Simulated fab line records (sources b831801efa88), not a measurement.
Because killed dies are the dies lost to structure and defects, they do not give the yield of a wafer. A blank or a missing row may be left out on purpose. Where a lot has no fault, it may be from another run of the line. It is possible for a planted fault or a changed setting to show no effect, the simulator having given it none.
Comparing a struck lot with a sound one + flow sky130 + 16 out of 708 route steps
Sound: the wafers L906.1, L906.2, L906.5. Wafers L914.1, L914.2, L914.5 were the ones struck. The cause comes at the end.
For every step that has rows: the tool of each side, followed by ch and its chambers, followed by its first start. Under that, the readings that differ: sound wafers + struck wafers + difference of the means + sigmas: that difference in standard deviations of wafers without a fault.
alike: words and numbers the same on both sides, and readings whose means are apart by under 2 such deviations; not compared: readings that were withheld, readings missing a value for some wafer, numbers with overlapping values and no deviation given by the record, and bounds like >300 which may hide the same value.
Wherever a step has rows on one side only, a row that says differs or no value, or a row with sigmas, the two part there. Non-overlapping numbers with no deviation appear without sigmas and do not part them. Lack of a reading on every wafer of one side parts them only where that side has two or more wafers.

first, 8 steps without rows for these wafers: SKY_POLY_GATE_DEHYDRATE_05 (time 60 s); SKY_POLY_GATE_HMDS_06 (prime time 60 s); SKY_POLY_GATE_COAT_07 (resist thk 110 nm); SKY_POLY_GATE_COAT_08 (resist thk 450 nm); SKY_POLY_GATE_SOFTBAKE_09 (time 90 s); SKY_POLY_GATE_EXPOSE_10 (exposes mask P1M, target cd 150 nm); SKY_POLY_GATE_PEB_11; SKY_POLY_GATE_DEVELOP_12 (develop time 60 s).
SKY_POLY_GATE_CD_MEAS_13 targets a cd of 150 nm.
  struck on cd-sem-01, day 20 01:14; sound on cd-sem-02, day 17 16:05
| reading    | sound             | struck            | difference | sigmas |
|------------|-------------------|-------------------|------------|--------|
| cd-nm (nm) | 147.9 147.5 149.0 | 150.1 152.0 151.0 | +2.9       | +2     |
SKY_POLY_GATE_OVL_MEAS_14:
  struck on overlay-02, day 20 01:21; sound on overlay-02, day 17 16:12
  alike: POLY_GATE_OVL
SKY_POLY_GATE_ETCH_15: etches BARC in N2/H2, stops on SiO2, time 116.5 s, target depth 110 nm.
  sound on rie-diel-02 ch 0,1,3, day 17 16:14; struck on rie-diel-04 ch 1,2,3, day 20 01:23
  alike: bias-w, chamber-pressure-mTorr, drypump-motor-current-A, oes-product-au, throttle-valve-pct
  not compared: rf-hours-counter-h
SKY_POLY_GATE_ETCH_16: etches Si3N4 in CH3F/O2, stops on poly-Si, time 147.5 s, target depth 75 nm.
  sound on rie-diel-02 ch 0,1,3, day 17 16:19; struck on rie-diel-04 ch 1,2,3, day 20 01:28
  alike: O2_flow_sccm, bias-w, drypump-motor-current-A, oes-product-au, throttle-valve-pct
  not compared: rf-hours-counter-h
SKY_POLY_GATE_ETCH_17: etches poly-Si in HBr/Cl2, stops on SiO2, target depth 180 nm, time 70.5 s.
  sound on rie-si-01 ch 1,2, day 17 16:25; struck on rie-si-02 ch 2,3, day 20 01:34
  no value came back on the struck wafers for any of 6 readings (HBr_flow_sccm (sccm), bias-w (W) and others); on the sound wafers HBr_flow_sccm (sccm) reads 150.6 150.4 150.0
| reading                                          | sound           | struck            | difference | sigmas |
|--------------------------------------------------|-----------------|-------------------|------------|--------|
| model.KrF-thick_of_POLY_GATE_COAT_08.thk-nm (nm) | 142.8 142.1 147 | 236.6 234.3 237.1 | +92.0      |        |
  not compared: rf-hours-counter-h
SKY_POLY_GATE_STRIP_18: strips in O2/N2.
  sound on plasma-asher-01 ch 0,1, day 17 16:29; struck on plasma-asher-03 ch 0,1, day 20 01:38
| reading                      | sound             | struck            | difference | sigmas |
|------------------------------|-------------------|-------------------|------------|--------|
| oes-product-au (a.u.)        | 0.368 0.355 0.361 | 0.406 0.404 0.401 | +0.042     | +9     |
| strip-time-to-endpoint-s (s) | 3.172 3.178 3.250 | 4.214 4.189 4.220 | +1.008     | +36    |
  alike: drypump-motor-current-A
  not compared: rf-hours-counter-h
then, 1 step without rows for these wafers: SKY_POLY_GATE_CLEAN_19 (cleans in SC1/SC2, time 150 s).
-- a jump in the record: the struck wafers' starts before and after are 28 days apart (it breaks off in module POLY_GATE and resumes in module PAD_OPEN, where the first step shown is number 708 of the route) --
SKY_PAD_OPEN_PROBE_99:
  struck on prober-02, day 48 07:25; sound on prober-01, day 46 15:48
| reading             | sound    | struck      | difference | sigmas |
|---------------------|----------|-------------|------------|--------|
| killed-at-front-end | 12 24 11 | 411 408 427 | +400       | +83    |
| killed-dies         | 74 74 88 | 492 492 492 | +413       | +41    |
| killed-on-rim       | 19 8 18  | 96 96 96    | +81        | +22    |
  alike: killed_at_M0_to_M3, killed_at_M4_up, killed-at-contacts, killed-at-other, killed-open, killed-short

== WHERE THEY PART ==
Last at SKY_PAD_OPEN_PROBE_99 as far as this record goes, first at SKY_POLY_GATE_CD_MEAS_13.

WHY: the cause the simulator had injected
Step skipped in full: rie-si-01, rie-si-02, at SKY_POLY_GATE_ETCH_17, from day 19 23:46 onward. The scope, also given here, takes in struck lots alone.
